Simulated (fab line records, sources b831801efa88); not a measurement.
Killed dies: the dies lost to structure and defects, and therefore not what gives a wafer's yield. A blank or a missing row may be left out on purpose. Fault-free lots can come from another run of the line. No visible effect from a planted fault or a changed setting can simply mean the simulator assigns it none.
Which tool was responsible? ; flow sky130 ; 12 lots, 36 wafers sampled, at 5 steps of a route of 708

== WHAT THE GAUGES SHOWED, per wafer ==
Not one reading of a measure or inspect step in the record can be checked against a usual standard deviation.

== TOOL THAT RAN EACH LOT (tool first, then ch and the chambers of the sampled wafers, then the start) ==
lot;SKY_POLY_CUT_STRIP_12;SKY_METAL5_SPUTTER_02;SKY_PASSIVATION_CVD_02;SKY_PAD_OPEN_STRIP_08;SKY_PAD_OPEN_PROBE_99
L704;plasma-asher-04 ch 0,1, day 24 22:22;pvd-sputter-01, day 43 07:46;pecvd-03 ch 0,2, day 44 06:42;plasma-asher-01 ch 0, day 46 01:56;-
L705;plasma-asher-01 ch 0,1, day 24 23:19;pvd-sputter-04, day 43 09:50;pecvd-01 ch 1,2, day 44 08:56;plasma-asher-02 ch 0,1, day 46 02:59;-
L707;plasma-asher-04 ch 1, day 26 03:46;pvd-sputter-04, day 44 06:46;pecvd-03 ch 0,2, day 45 06:14;plasma-asher-02 ch 0,1, day 46 23:59;-
L709;plasma-asher-01 ch 0,1, day 26 16:32;pvd-sputter-02, day 44 15:36;pecvd-04 ch 0,1,2, day 45 13:41;plasma-asher-03 ch 0,1, day 47 06:25;prober-01, day 47 08:51
L712;plasma-asher-01 ch 0,1, day 27 02:46;pvd-sputter-01, day 45 01:19;pecvd-04 ch 0,2, day 45 23:31;plasma-asher-02 ch 0,1, day 47 14:44;prober-01, day 47 17:23
L713;plasma-asher-03 ch 0,1, day 27 13:57;pvd-sputter-04, day 45 09:04;pecvd-04 ch 0,1,2, day 46 07:21;plasma-asher-01 ch 0,1, day 47 22:44;prober-02, day 48 01:04
L718;plasma-asher-04 ch 0,1, day 28 17:52;pvd-sputter-04, day 46 05:36;pecvd-04 ch 0,1, day 47 02:52;plasma-asher-01 ch 0,1, day 48 17:55;prober-01, day 48 20:13
L720;plasma-asher-04 ch 0, day 29 12:02;pvd-sputter-01, day 46 22:36;pecvd-03 ch 0,2, day 47 18:34;plasma-asher-01 ch 0,1, day 49 06:23;prober-01, day 49 08:36
L723;plasma-asher-03 ch 0,1, day 30 22:18;pvd-sputter-02, day 47 21:22;pecvd-04 ch 0,1,2, day 48 16:47;plasma-asher-03 ch 0,1, day 50 02:13;-
L724;plasma-asher-01 ch 0,1, day 31 00:02;pvd-sputter-01, day 47 21:40;pecvd-03 ch 0,1,2, day 48 17:19;plasma-asher-03 ch 0,1, day 50 03:20;prober-01, day 50 05:33
L726;plasma-asher-03 ch 0,1, day 31 18:58;pvd-sputter-04, day 48 10:56;pecvd-01 ch 1,2, day 49 05:05;plasma-asher-02 ch 0,1, day 50 14:14;prober-01, day 50 16:30
L727;plasma-asher-03 ch 0,1, day 31 21:04;pvd-sputter-02, day 48 11:32;pecvd-04 ch 0,1, day 49 05:38;plasma-asher-02 ch 0, day 50 14:47;prober-02, day 50 17:05
- SKY_POLY_CUT_STRIP_12: strips in O2/N2.
- SKY_METAL5_SPUTTER_02: material AlCu, target thk 1150 nm, time 61.2 s.
- SKY_PASSIVATION_CVD_02: deposits Si3N4, target thk 540 nm.
- SKY_PAD_OPEN_STRIP_08: strips in O2/N2.
- SKY_PAD_OPEN_PROBE_99

== AS READ BY THE TOOLS THEMSELVES (means over the sampled wafers that have a number; for cases with no such wafer, the mark the record gives instead) ==
SKY_POLY_CUT_STRIP_12. Usual: drypump-motor-current-A 5.7 A, standard deviation 0.57; oes-product-au 0.452 a.u., standard deviation 0.0046; strip-time-to-endpoint-s 5.355 s, standard deviation 0.018.
lot;tool;drypump-motor-current-A (A);oes-product-au (a.u.);strip-time-to-endpoint-s (s);flag
L704;plasma-asher-04;6.3;0.450;5.344;
L705;plasma-asher-01;5.8;0.450;5.352;
L707;plasma-asher-04;6.5;0.450;5.374;
L709;plasma-asher-01;5.8;0.454;5.354;
L712;plasma-asher-01;5.8;0.457;5.355;
L713;plasma-asher-03;5.5;0.454;5.351;
L718;plasma-asher-04;6.2;0.457;5.366;
L720;plasma-asher-04;6.0;0.451;5.347;
L723;plasma-asher-03;5.5;0.451;5.354;
L724;plasma-asher-01;5.5;0.449;5.352;
L726;plasma-asher-03;5.1;0.452;5.325;
L727;plasma-asher-03;5.5;0.454;5.383;

SKY_METAL5_SPUTTER_02. Usual: chamber-pressure-pa 0.4000 Pa, standard deviation 0.00093; throttle-valve-pct 30.1 %, standard deviation 0.86.
lot;tool;chamber-pressure-pa (Pa);throttle-valve-pct (%);flag
L704;pvd-sputter-01;0.4003;30.4;
L705;pvd-sputter-04;0.3997;29.6;
L707;pvd-sputter-04;0.3997;30.5;
L709;pvd-sputter-02;0.4007;30.3;
L712;pvd-sputter-01;0.3993;30.8;
L713;pvd-sputter-04;0.3992;28.7;
L718;pvd-sputter-04;0.3998;29.7;
L720;pvd-sputter-01;0.4006;30.6;
L723;pvd-sputter-02;0.4003;29.5;
L724;pvd-sputter-01;0.3997;30.6;
L726;pvd-sputter-04;0.3992;30.6;
L727;pvd-sputter-02;0.4003;30.0;

SKY_PASSIVATION_CVD_02. Usual: heater-power-w at 679 W, with a standard deviation of 83.
lot;tool;heater-power-w (W);flag
L704;pecvd-03;736;
L705;pecvd-01;662;
L707;pecvd-03;636;
L709;pecvd-04;679;
L712;pecvd-04;637;
L713;pecvd-04;679;
L718;pecvd-04;664;
L720;pecvd-03;704;
L723;pecvd-04;670;
L724;pecvd-03;701;
L726;pecvd-01;668;
L727;pecvd-04;655;

SKY_PAD_OPEN_STRIP_08. Usual: drypump-motor-current-A 5.5 A, standard deviation 0.41; oes-product-au 0.664 a.u., standard deviation 0.0045; strip-time-to-endpoint-s 37.03 s, standard deviation 0.11.
lot;tool;drypump-motor-current-A (A);oes-product-au (a.u.);strip-time-to-endpoint-s (s);flag
L704;plasma-asher-01;6.0;0.662;37.11;
L705;plasma-asher-02;5.5;0.658;36.94;
L707;plasma-asher-02;5.5;0.661;36.94;
L709;plasma-asher-03;5.5;0.661;36.88;
L712;plasma-asher-02;5.5;0.663;37.05;
L713;plasma-asher-01;5.5;0.664;37.17;
L718;plasma-asher-01;5.8;0.658;36.86;
L720;plasma-asher-01;5.5;0.665;37.01;
L723;plasma-asher-03;5.5;0.669;37.13;
L724;plasma-asher-03;5.5;0.662;37.12;
L726;plasma-asher-02;5.5;0.667;37.03;
L727;plasma-asher-02;5.6;0.663;37.11;

SKY_PAD_OPEN_PROBE_99. Usual: killed_at_M0_to_M3 43, standard deviation 6.5; killed_at_M4_up 3.3, standard deviation 2; killed-at-contacts 24, standard deviation 5.2; killed-at-front-end 16, standard deviation 4.2; killed-at-other 0.3, standard deviation 0.6; killed-dies 87, standard deviation 9.3; killed-open 47, standard deviation 7.8; killed-short 39, standard deviation 6.2.
lot;tool;killed_at_M0_to_M3;killed_at_M4_up;killed-at-contacts;killed-at-front-end;killed-at-other;killed-dies;killed-open;killed-short;flag
L709;prober-01;43;2.7;26;14;0.0;86;51;34;
L712;prober-01;39;2.3;26;14;0.3;81;46;35;
L713;prober-02;45;1.7;21;13;0.0;80;40;40;
L718;prober-01;48;2.0;19;29;0.0;98;50;34;OFF
L720;prober-01;39;4.0;25;41;0.0;109;46;39;OFF
L724;prober-01;43;5.7;22;20;0.0;90;46;43;
L726;prober-01;35;1.0;24;15;0.0;75;35;39;
L727;prober-02;49;3.3;24;18;0.0;95;47;47;

== THE ANSWER, worked out from the rows above alone ==
Rule: lot off if the mean of its wafers having a number is beyond 3 standard deviations from the usual mean. Also off: a lot with no number at a reading for which 4 or more lots have one. The other lots that the step has rows for count as sound. Order of review: gauges by route order, followed by the tools' own readings, for which a lot's mean as printed above is used. At the first step where some lot is off, the reading lying furthest off is the one used; lots without a number count as furthest.
Off: L718, L720, at SKY_PAD_OPEN_PROBE_99 (killed-at-front-end). Neither off nor sound, because the step has no rows for them: L704, L705, L707, L723.
If a tool, at that step or one of the process steps before it, ran each lot that is off and ran no sound lot following the first of them, it fits. Undecided on this evidence; 2 tools fit (plasma-asher-04 at SKY_POLY_CUT_STRIP_12, plasma-asher-01 at SKY_PAD_OPEN_STRIP_08).

== WHAT THE SIMULATOR PUT IN ==
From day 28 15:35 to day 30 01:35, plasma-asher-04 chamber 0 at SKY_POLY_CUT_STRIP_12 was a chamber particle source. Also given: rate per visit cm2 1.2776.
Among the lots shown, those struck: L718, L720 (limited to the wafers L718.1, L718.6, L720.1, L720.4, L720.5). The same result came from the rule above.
